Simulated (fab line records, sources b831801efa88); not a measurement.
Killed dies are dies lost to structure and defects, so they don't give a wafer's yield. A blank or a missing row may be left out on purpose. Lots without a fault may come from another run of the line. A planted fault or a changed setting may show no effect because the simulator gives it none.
A struck lot beside a sound one | flow sfq_line | 24 steps out of a route of 325
Sound: wafers L244.1, L244.5, L244.6. Struck: wafers L245.1, L245.2, L245.4. The cause comes at the end.
At each step with rows: each side's tool, then ch and its chambers, then its first start. Under that, the readings that differ: sound wafers | struck wafers | difference of the means | sigmas: that difference in standard deviations of wafers without a fault.
alike: readings whose means differ by less than 2 such deviations, and words and numbers that are the same on both sides. not compared: withheld readings, readings that some wafer has no value for, bounds like >300 that may hide the same value, and numbers for which the record gives no deviation and whose values overlap.
The two part at a step that has a row with sigmas, a row that says differs or no value, or rows on one side only. Numbers that don't overlap but have no deviation are shown without sigmas and don't part them. A reading that every wafer of one side lacks parts them only if that side has two wafers or more.

first, 6 steps without rows for these wafers: SFQ_TRILAYER_I6_VIA_LITHO_COAT_174 (resist thk 63.19 nm); SFQ_TRILAYER_I6_VIA_LITHO_COAT_169 (resist thk 650 nm); SFQ_TRILAYER_I6_VIA_LITHO_SOFTBAKE_173; SFQ_TRILAYER_I6_VIA_LITHO_EXPOSE_170 (exposes mask I6, target cd 700 nm); SFQ_TRILAYER_I6_VIA_LITHO_PEB_172 (peb time 60 s); SFQ_TRILAYER_I6_VIA_LITHO_DEVELOP_171 (time 60 s).
SFQ_I6_OVL_MEAS_942:
  sound on overlay-01, day 71 00:49; struck on overlay-01, day 71 05:37
  alike: I6_OVL
SFQ_TRILAYER_I6_VIA_BARC_OPEN_VIA_ETCH_235: etches BARC in O2, target depth 125 nm, time 41.7 s.
  sound on rie_diel-03 ch 0,2,3, day 71 00:51; struck on rie_diel-03 ch 0,1,3, day 71 05:39
  alike: drypump_motor_current_A, oes_product_au, rf_fwd_power_W
  not compared: rf_hours_counter_h
SFQ_TRILAYER_I6_VIA_ETCH_VIA_ETCH_172: etches SiO2 in CHF3, stops on Nb, target depth 260 nm.
  sound on rie_diel-03 ch 0,2,3, day 71 00:53; struck on rie_diel-03 ch 0,1,3, day 71 05:41
  alike: drypump_motor_current_A, oes_product_au, rf_fwd_power_W
SFQ_TRILAYER_I6_VIA_STRIP_STRIP_173: strips in O2.
  sound on rie_metal-02 ch 0,1, day 71 01:00; struck on rie_metal-02 ch 0,1, day 71 05:48
  alike: drypump_motor_current_A, oes_product_au
  not compared: rf_hours_counter_h
then, 2 steps without rows for these wafers: SFQ_TRILAYER_I6_VIA_STRIP_SOLV_CLEAN_174 (cleans in NMP, time 600 s); SFQ_TRILAYER_M7_DEP_PRE_CLEAN_176 (time 22.5 s).
SFQ_TRILAYER_M7_DEP_SPUTTER_175: material Nb, target thk 200 nm, time 133.3 s.
  sound on pvd_sputter-04, day 71 01:49; struck on pvd_sputter-05, day 71 06:52
  alike: throttle_valve_pct
SFQ_M7_RS_MEAS_943: measures by four-point-probe.
  sound on film_metro-04, day 71 01:54; struck on film_metro-02, day 71 06:58
  reading           | sound             | struck            | difference | sigmas
  M7_NB_RS (ohm/sq) | 0.891 0.895 0.894 | 0.439 0.437 0.443 | -0.454     | -47
then, 6 steps without rows for these wafers: SFQ_TRILAYER_M7_LITHO_COAT_182 (resist thk 62 nm); SFQ_TRILAYER_M7_LITHO_COAT_177 (resist thk 600 nm); SFQ_TRILAYER_M7_LITHO_SOFTBAKE_181; SFQ_TRILAYER_M7_LITHO_EXPOSE_178 (exposes mask M7, target cd 500 nm); SFQ_TRILAYER_M7_LITHO_PEB_180 (peb time 60 s); SFQ_TRILAYER_M7_LITHO_DEVELOP_179 (time 60 s).
-- the record jumps here: 3 days lie between the struck wafers' starts before and after --
SFQ_M7_OVL_MEAS_945:
  sound on overlay-02, day 74 02:23; struck on overlay-02, day 74 08:31
  alike: M7_OVL
SFQ_TRILAYER_M7_BARC_OPEN_METAL_ETCH_229: etches BARC in O2, target depth 125 nm, time 41.7 s.
  sound on rie_metal-01 ch 0,1, day 74 02:26; struck on rie_metal-03 ch 0,1, day 74 08:33
  alike: drypump_motor_current_A, oes_product_au, rf_fwd_power_W
  not compared: rf_hours_counter_h
SFQ_TRILAYER_M7_ETCH_METAL_ETCH_180: etches Nb in Cl2/Ar, stops on SiO2, target depth 240 nm, time 120 s.
  sound on rie_metal-01 ch 0,1, day 74 02:31; struck on rie_metal-03 ch 0,1, day 74 08:37
  reading                        | sound             | struck            | difference | sigmas
  oes_product_au (a.u.)          | 0.889 0.891 0.882 | 1.010 1.001 1.003 | +0.117     | +14
  model.M7.feature_depth_nm (nm) | 199.8 198.7 198.9 | 244.8 241.2 239.8 | +42.8      |
  model.etch.depth_nm (nm)       | 199.8 198.7 198.9 | 244.8 241.2 239.8 | +42.8      |
  alike: drypump_motor_current_A, rf_fwd_power_W
  not compared: rf_hours_counter_h
SFQ_TRILAYER_M7_STRIP_STRIP_181: strips in O2.
  sound on rie_metal-01 ch 0,1, day 74 02:40; struck on rie_metal-03 ch 0,1, day 74 08:44
  alike: drypump_motor_current_A, oes_product_au
  not compared: rf_hours_counter_h

WHERE THEY PART
First at SFQ_M7_RS_MEAS_943; last, within this record, at SFQ_TRILAYER_M7_ETCH_METAL_ETCH_180. Later steps at which nothing parts them and some readings are alike: SFQ_TRILAYER_M7_STRIP_STRIP_181.

WHY: what the simulator had put in
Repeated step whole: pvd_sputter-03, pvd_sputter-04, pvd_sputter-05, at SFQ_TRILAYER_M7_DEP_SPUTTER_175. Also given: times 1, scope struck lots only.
